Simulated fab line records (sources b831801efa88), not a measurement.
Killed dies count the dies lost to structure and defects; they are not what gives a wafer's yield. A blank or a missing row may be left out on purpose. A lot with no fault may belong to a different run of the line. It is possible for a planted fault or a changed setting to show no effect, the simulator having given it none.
A lot that was struck, set against a sound lot | flow gf180mcu | 15 steps out of a route of 602
Sound: the wafers L482.3, L482.5, L482.6. Struck: wafer L473.1 (L473.2, L473.4, from the same lot, were not struck and are left out); the cause is given at the end.
Per side, at each step with rows, come the tool, then ch with its chambers, and then its first start. Under that, the readings that differ: sound wafers | struck wafers | difference of the means | sigmas: that difference in standard deviations of wafers without a fault.
alike: readings whose means differ by less than 2 such deviations, and words and numbers that are the same on both sides. not compared: withheld readings, readings that some wafer has no value for, bounds like >300 that may hide the same value, and numbers for which the record gives no deviation and whose values overlap.
A row with sigmas, a row that says differs or no value, or rows on one side alone: a step with any of these is where the two part. When numbers do not overlap yet have no deviation, they are printed without sigmas and do not part them. A reading missing from all wafers of one side parts the sides only when that side holds two or more wafers.

first, 4 steps without rows for these wafers: GF_V3_SOFTBAKE_10 (time 60 s); GF_V3_EXPOSE_11 (exposes mask Via3, target cd 260 nm); GF_V3_PEB_12 (peb time 90 s); GF_V3_DEVELOP_13 (develop time 60 s).
GF_V3_CD_MEAS_14: the cd target is 260 nm.
  sound on cd sem-01 at day 28 21:58; struck on cd sem-02 at day 26 07:50
  alike: cd nm
GF_V3_OVL_MEAS_15:
  sound on overlay-02 at day 28 22:04; struck on overlay-02 at day 26 07:57
  alike: V3_OVL
GF_V3_ETCH_16: etches BARC in N2/H2.
  sound on rie diel-04 ch 2,3, day 28 22:05; struck on rie diel-01 ch 2, day 26 07:59
  reading                | sound                | struck | difference | sigmas
  throttle valve pct (%) | 13.242 13.214 13.224 | 13.197 | -0.030     | -3
  alike: drypump motor current A, oes product au
GF_V3_ETCH_17: etches SiO2 in C4F8/O2/Ar, stops on TiN, target depth 635 nm.
  sound: rie diel-04 ch 2,3; struck: rie diel-01 ch 2
  alike: oes product au
GF_V3_STRIP_18: strips in O2/N2.
  sound on plasma asher-01 ch 0,1, day 28 22:15; struck on plasma asher-01 ch 1, day 26 08:07
  reading                | sound | struck | difference                   | sigmas
  rf hours counter h (h) | - - - | 19     | no value on the sound wafers |
  alike: drypump motor current A, heater power w, oes product au
then, 2 steps without rows for these wafers: GF_V3_STRIP_19 (strips in post etch residue remover, time 1200 s); GF_V3_CLEAN_20 (cleans in DIW).
GF_V3_SPUTTER_21: material Ti, target thk 15 nm, time 80.02 s.
  sound on pvd sputter-03 at day 28 22:45; struck on pvd sputter-04 at day 26 08:46
  reading                | sound          | struck | difference | sigmas
  throttle valve pct (%) | 28.4 29.8 28.5 | 31.1   | +2.2       | +3
GF_V3_SPUTTER_22: material TiN, target thk 10 nm, time 40 s.
  sound on pvd sputter-03 at day 28 22:49; struck on pvd sputter-04 at day 26 08:50
  reading                                | sound            | struck | difference | sigmas
  throttle valve pct (%)                 | 28.3 30.0 28.2   | 31.3   | +2.5       | +3
  model.TiN_of_V3_SPUTTER_22.thk nm (nm) | 10.24 10.1 10.17 | 13.18  | +3.01      |
GF_V3_CVD_23: deposits W, target thk 350 nm, time 104.9 s.
  sound on cvd w-02 ch 0,1, day 28 22:53; struck on cvd w-01 ch 0, day 26 08:52
  alike: heater power w
-- the record jumps here: 6 days lie between the struck wafers' starts before and after (it left off in module V3 and takes up again in module PASSIVATION, whose first step shown is number 602 of the route) --
GF_PASSIVATION_PROBE_99:
  record: rows for the struck wafers here (prober-02, day 32 06:22), none for the sound ones

## WHERE THEY PART
Last at GF_PASSIVATION_PROBE_99 as far as this record goes, first at GF_V3_ETCH_16.

WHY: the cause the simulator had injected
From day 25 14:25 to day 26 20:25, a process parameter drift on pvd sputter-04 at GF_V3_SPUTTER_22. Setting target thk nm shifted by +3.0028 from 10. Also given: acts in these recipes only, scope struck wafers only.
